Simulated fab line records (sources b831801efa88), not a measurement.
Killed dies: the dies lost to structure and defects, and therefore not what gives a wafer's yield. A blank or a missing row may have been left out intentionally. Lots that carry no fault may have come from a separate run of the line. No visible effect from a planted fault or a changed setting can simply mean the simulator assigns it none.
What tool caused it? ; flow sky130 ; 29 wafers from 10 lots sampled at 4 of the route's 708 steps

WHAT THE GAUGES READ, wafer by wafer
SKY_CAP2M_RS_MEAS_03: measures by four-point-probe.
lot;measured;on;CAP2M_TIN_RS (ohm/sq)
L817;day 40 08:04;film_metro-02;6.95 6.84 6.91
L818;day 41 05:14;film_metro-02;7.02 7.03 7.00
L820;day 41 07:06;film_metro-02;6.71 6.81 6.79
L819;day 41 07:50;film_metro-01;6.95 6.85 6.91
L825;day 42 13:59;film_metro-04;7.08 6.99 6.91
L827;day 43 01:22;film_metro-01;7.09 7.04 7.04
L829;day 43 09:19;film_metro-04;6.75 6.80 6.79
L839;day 45 14:22;film_metro-02;7.04 6.92 6.90
L838;day 45 19:04;film_metro-04;7.37 7.31
L840;day 45 19:51;film_metro-04;6.92 6.91 7.09

TOOL THAT RAN EACH LOT (tool first, then ch and the chambers of the sampled wafers, then the start)
lot;SKY_SD_N_STRIP_11;SKY_CONTACT_STRIP_19;SKY_CAP2M_SPUTTER_02
L817;plasma_asher-02 ch 0,1, day 28 16:31;plasma_asher-02 ch 0,1, day 32 08:01;pvd_sputter-02, day 40 07:57
L818;plasma_asher-02 ch 0,1, day 29 14:46;plasma_asher-01 ch 0,1, day 33 05:29;pvd_sputter-02, day 41 05:07
L820;plasma_asher-03 ch 0,1, day 29 16:37;plasma_asher-02 ch 0,1, day 33 06:56;pvd_sputter-04, day 41 06:59
L819;plasma_asher-02 ch 0,1, day 29 19:22;plasma_asher-01 ch 0, day 33 09:23;pvd_sputter-04, day 41 07:43
L825;plasma_asher-01 ch 0,1, day 31 06:52;plasma_asher-01 ch 0,1, day 34 19:31;pvd_sputter-03, day 42 13:53
L827;plasma_asher-01 ch 0,1, day 31 19:19;plasma_asher-02 ch 0,1, day 35 07:20;pvd_sputter-02, day 43 01:15
L829;plasma_asher-03 ch 0,1, day 32 04:45;plasma_asher-01 ch 0,1, day 35 16:43;pvd_sputter-03, day 43 09:10
L839;plasma_asher-02 ch 0,1, day 34 20:24;plasma_asher-02 ch 0,1, day 38 06:50;pvd_sputter-04, day 45 14:15
L838;plasma_asher-01 ch 0,1, day 35 00:41;plasma_asher-02 ch 0,1, day 38 13:16;pvd_sputter-03, day 45 18:56
L840;plasma_asher-01 ch 0,1, day 35 03:49;plasma_asher-01 ch 1, day 38 13:33;pvd_sputter-04, day 45 19:43
- SKY_SD_N_STRIP_11: strips in O2/N2.
- SKY_CONTACT_STRIP_19: strips in O2/N2.
- SKY_CAP2M_SPUTTER_02: material TiN, target thk 200 nm, time 166.7 s.

THE ANSWER, worked out from the rows above alone
Rule: the lots themselves supply what counts as usual. Put in order of their means at a reading, lots are off if they are a third of the lots or fewer, leave a main group of 4 or more, and stand apart from it by a gap of 3 or more times the standard deviation of the main group's means; of several such gaps the widest counts. Not used: any main group whose means are identical at the precision the tables above print for the reading. Also off: a lot with no number at a reading for which 4 or more lots have one. All remaining lots with rows at the step are treated as sound.
Off: L838, seen at SKY_CAP2M_RS_MEAS_03 (CAP2M_TIN_RS). The main group: mean 6.93 ohm/sq, standard deviation 0.094.
If a tool, at a process step before that reading, ran all the lots that are off and no sound lot after the first of them, it fits. Those tools and the gauges at SKY_CAP2M_RS_MEAS_03 are tried in the same way. Undecided on this evidence; 2 tools fit (plasma_asher-02 at SKY_CONTACT_STRIP_19, pvd_sputter-03 at SKY_CAP2M_SPUTTER_02).

WHAT THE SIMULATOR HAD INSERTED
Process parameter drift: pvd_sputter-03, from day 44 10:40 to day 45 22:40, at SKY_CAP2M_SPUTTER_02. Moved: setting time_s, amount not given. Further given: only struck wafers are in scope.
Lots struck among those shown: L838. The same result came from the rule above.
